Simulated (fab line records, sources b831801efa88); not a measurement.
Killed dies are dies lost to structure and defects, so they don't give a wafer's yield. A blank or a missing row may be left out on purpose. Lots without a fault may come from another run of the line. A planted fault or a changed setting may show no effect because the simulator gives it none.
fab line records | flow sfq_line
record lots=14 wafers=42 last_day=86
route steps=325 shown I3@133
lots that met no fault: from a run of the same line without faults
start_h: hours from the record's first day to the start of the lot's first wafer shown | wait_h: hours since the lot's step before | " the same as in the row above | L1.1+2: a row that stands for several wafers | - no value, or no start given | * or withheld: withheld | < > ~ a bound
route shown NAME@n: a module of which the file shows steps, and the number in the route of the first | usual: mean/standard deviation of fault-free wafers | same: alike in all rows | chamber/n: place in a boat | sites: the reading at each site | _std_site: their standard deviation | _edge_site: outer sites' mean less inner sites' | radius_mm: how far each site lies from the wafer's centre | mask NAME#n: copy n | behind: the tool/chamber that last shaped the wafer | hold: why the lot was held/for how many hours/how that ended | device: the transistor (n, p or np) that didn't switch | end of line: the same wafers' tests at the end of the route | a step without rows: its recipe alone | killed: dies lost to structure and defects at the first sort, not the wafer's yield | map: a wafer's dies, x killed, . not, _ none there
set.NAME: the setting as run; set.NAME@STEP: as run at that earlier step | model.NAME: the simulator's own value behind a step, which no gauge read
steps of the route over a sample of lots; a table a step, a row a wafer
services: from which hour (start_h, from the record's first day; less than 0 if before it) a tool's chamber was out of use, for how many hours, and why
## steps
# step SFQ_TRILAYER_I3_DEP_PECVD_081
# recipe material=SiO2 temp_c=150 time_s=111.11 pressure_torr=2.4 rf_w=183.3 precursor=SiH4/N2O target_thk_nm=500
# usual chamber_pressure_Torr=2.400/0.0057 heater_power_w=95/22 rf_fwd_power_W=182.3/0.6 showerhead_vpp_V=820/45 throttle_valve_pct=25.2/2
# columns lot.wafer tool chamber start_h wait_h chamber_pressure_Torr heater_power_w rf_fwd_power_W showerhead_vpp_V throttle_valve_pct
L161.1 pecvd-03 2 571.63 0.0 2.403 127 182.6 834 23.6
L161.3 " 1 " " 2.401 79 181.7 811 26.4
L161.4 " 0 " " 2.407 101 183.3 764 24.3
L162.1 pecvd-04 1 612.69 0.0 2.411 100 182.4 799 24.7
L162.2 " 2 " " 2.403 138 183.2 826 28.3
L162.5 " 1 " " 2.406 102 182.4 812 24.9
L163.2 pecvd-03 1 613.89 0.0 2.409 80 181.9 817 26.9
L163.5 " 1 " " 2.407 81 181.9 804 26.8
L163.6 " 2 " " 2.405 109 182.8 842 23.7
L165.1 pecvd-03 1 628.49 0.0 2.406 70 181.3 825 26.8
L165.2 " 2 " " 2.401 132 182.8 833 23.6
L165.3 " 0 " " 2.390 101 182.5 761 24.4
L166.2 pecvd-02 0 888.64 0.0 2.395 82 181.8 834 24.5
L166.4 " 1 " " 2.405 76 182.7 838 22.1
L166.6 " 2 " " 2.398 74 182.0 896 24.1
L167.2 pecvd-04 1 893.44 0.0 2.401 104 181.6 805 24.7
L167.3 " 0 " " 2.397 101 182.2 767 28.0
L167.6 " 0 " " 2.404 101 181.6 749 28.2
L168.1 pecvd-02 2 894.64 0.0 2.398 81 182.3 906 24.1
L168.3 " 1 " " 2.398 82 181.3 829 22.0
L168.6 " 1 " " 2.405 88 182.1 820 22.3
L169.3 pecvd-03 0 897.04 0.0 2.407 92 182.9 769 24.8
L169.4 " 1 " " 2.408 80 182.1 801 27.5
L169.6 " 2 " " 2.402 125 182.6 847 24.4
L170.2 pecvd-04 0 899.44 0.0 2.402 97 182.8 759 28.3
L170.3 " 1 " " 2.402 107 182.9 807 24.8
L170.6 " 2 " " 2.412 137 182.5 824 28.1
L171.2 pecvd-03 1 900.64 0.0 2.402 73 181.8 825 27.5
L171.3 " 0 " " 2.399 99 182.0 746 25.0
L171.6 " 2 " " 2.410 120 182.8 835 24.0
L176.1 pecvd-03 2 913.84 0.0 2.404 86 256.1 960 24.3
L176.3 " 0 " " 2.401 73 255.9 889 24.8
L176.6 " 2 " " 2.404 94 256.0 988 24.2
L179.1 pecvd-03 0 922.24 0.0 2.397 73 256.3 897 25.0
L179.4 " 2 " " 2.400 101 256.0 977 23.9
L179.5 " 1 " " 2.396 50 254.9 978 27.8
L180.1 pecvd-02 1 924.64 0.0 2.404 87 182.9 830 21.9
L180.3 " 0 " " 2.403 68 182.3 841 24.6
L180.6 " 0 " " 2.405 72 181.1 857 24.5
L181.3 pecvd-04 0 929.44 0.0 2.400 106 183.0 760 28.4
L181.4 " 0 " " 2.396 103 182.5 758 28.4
L181.5 " 2 " " 2.397 128 182.5 820 28.4
# step SFQ_TRILAYER_I3_CMP_CMP_082
# recipe material=SiO2 down_force_psi=3 platen_rpm=60 pad_velocity_m_s=0.94248
# usual edge_zone_pressure_frac=1.000/0.0047 motor_current_A=9.9/0.96 time_to_endpoint_s=213/7.3
# columns lot.wafer tool chamber start_h wait_h edge_zone_pressure_frac motor_current_A time_to_endpoint_s
L161.3 cmp-02 0 597.92 26.2 1.001 9.6 217
L161.4 " 1 " " 0.996 10.2 220
L161.1 " 2 " " 0.999 9.3 211
L162.2 cmp-02 0 652.13 39.4 0.994 9.8 203
L162.1 " 2 653.13 40.4 0.998 9.4 207
L162.5 " 1 654.63 41.9 1.003 9.8 208
L163.2 cmp-02 2 656.63 42.7 1.003 9.8 209
L163.6 " 3 " " 0.999 12.1 218
L163.5 " 0 " " 0.998 9.3 211
L165.3 cmp-02 2 664.13 35.6 0.999 9.7 210
L165.2 " 0 665.13 36.6 1.011 9.7 209
L165.1 " 1 " " 0.996 10.1 206
L166.4 cmp-02 1 889.32 0.6 1.001 10.2 225
L166.2 " 3 890.32 1.6 0.999 11.1 222
L166.6 " 1 891.32 2.6 0.999 9.7 223
L167.3 cmp-01 3 895.20 1.7 1.005 8.2 222
L167.2 " 0 " " 1.012 9.7 212
L167.6 " 1 " " 0.999 9.4 219
L168.3 cmp-02 3 895.32 0.6 1.006 11.3 214
L168.1 " 2 896.82 2.1 0.998 9.4 213
L168.6 " 0 897.82 3.1 0.996 9.3 208
L169.3 cmp-02 0 898.82 1.7 0.996 10.0 227
L169.4 " 1 " " 1.004 9.9 226
L169.6 " 3 900.32 3.2 0.996 12.1 230
L170.3 cmp-01 2 900.20 0.7 0.996 9.6 222
L170.2 " 3 " " 0.996 8.2 224
L170.6 " 2 902.20 2.7 1.002 9.1 222
L171.3 cmp-01 2 903.70 3.0 1.002 8.6 216
L171.2 " 0 904.70 4.0 0.996 10.0 216
L171.6 " 1 " " 1.005 10.1 236
L176.1 cmp-01 0 913.92 0.0 0.997 9.9 246
L176.3 " 2 914.92 1.0 1.002 9.6 248
L176.6 " 0 915.92 2.0 0.998 10.0 248
L179.1 cmp-02 0 922.72 0.4 1.003 9.6 245
L179.4 " 1 " " 0.999 10.7 243
L179.5 " 1 925.22 2.9 0.997 10.2 246
L180.3 cmp-02 3 925.72 1.0 0.987 12.0 203
L180.1 " 2 927.22 2.5 1.000 9.0 196
L180.6 " 3 " " 0.988 11.6 211
L181.3 cmp-02 1 930.02 0.5 0.997 9.7 209
L181.4 " 2 " " 1.001 9.1 215
L181.5 " 1 932.02 2.5 0.998 9.6 217
## services
# columns tool chamber start_h hours kind
cmp-01 - 548.73 2.5 repair
pecvd-02 - 563.75 14.0 pm
cmp-02 - 575.42 4.0 pm
pecvd-03 - 577.53 1.5 repair
cmp-02 - 637.75 1.0 repair
cmp-01 - 656.84 1.0 repair
pecvd-04 - 657.33 14.6 pm
pecvd-02 - 690.83 1.4 repair
cmp-01 - 703.37 5.0 repair
pecvd-03 2 705.62 16.7 repair
cmp-01 - 711.41 5.7 pm
pecvd-02 2 724.14 12.9 repair
cmp-01 - 726.12 6.9 pm
cmp-01 - 746.58 3.3 repair
cmp-01 - 749.60 2.0 repair
cmp-01 - 751.62 4.0 pm
cmp-02 - 752.81 1.8 repair
pecvd-02 - 763.51 6.0 pm
cmp-02 - 793.04 1.1 repair
cmp-01 - 841.28 1.8 repair
cmp-02 - 846.71 3.7 pm
pecvd-02 0 854.93 3.4 repair
cmp-02 - 915.72 4.0 pm
cmp-01 - 928.76 4.7 repair
## key
first_sign step=SFQ_TRILAYER_I3_DEP_PECVD_081 reading=rf_fwd_power_W direction=up sigmas=99+ usual=182.3 struck=255.9
effect step=SFQ_TRILAYER_I3_DEP_PECVD_081 reading=showerhead_vpp_V direction=up sigmas=2.9 usual=820 struck=948
effect step=SFQ_TRILAYER_I3_CMP_CMP_082 reading=time_to_endpoint_s direction=up sigmas=4.5 usual=* struck=*
met_at SFQ_TRILAYER_I3_DEP_PECVD_081
struck_lots L176,L179
onset_between 900.64 913.84
fault kind=process_parameter_drift tool=pecvd-03 chamber=- onset_h=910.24 steps=SFQ_TRILAYER_I3_DEP_PECVD_081 channel=rf_w offset=73.32 shape=step end_h=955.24 acts_in=these_recipes_only stated=183.3
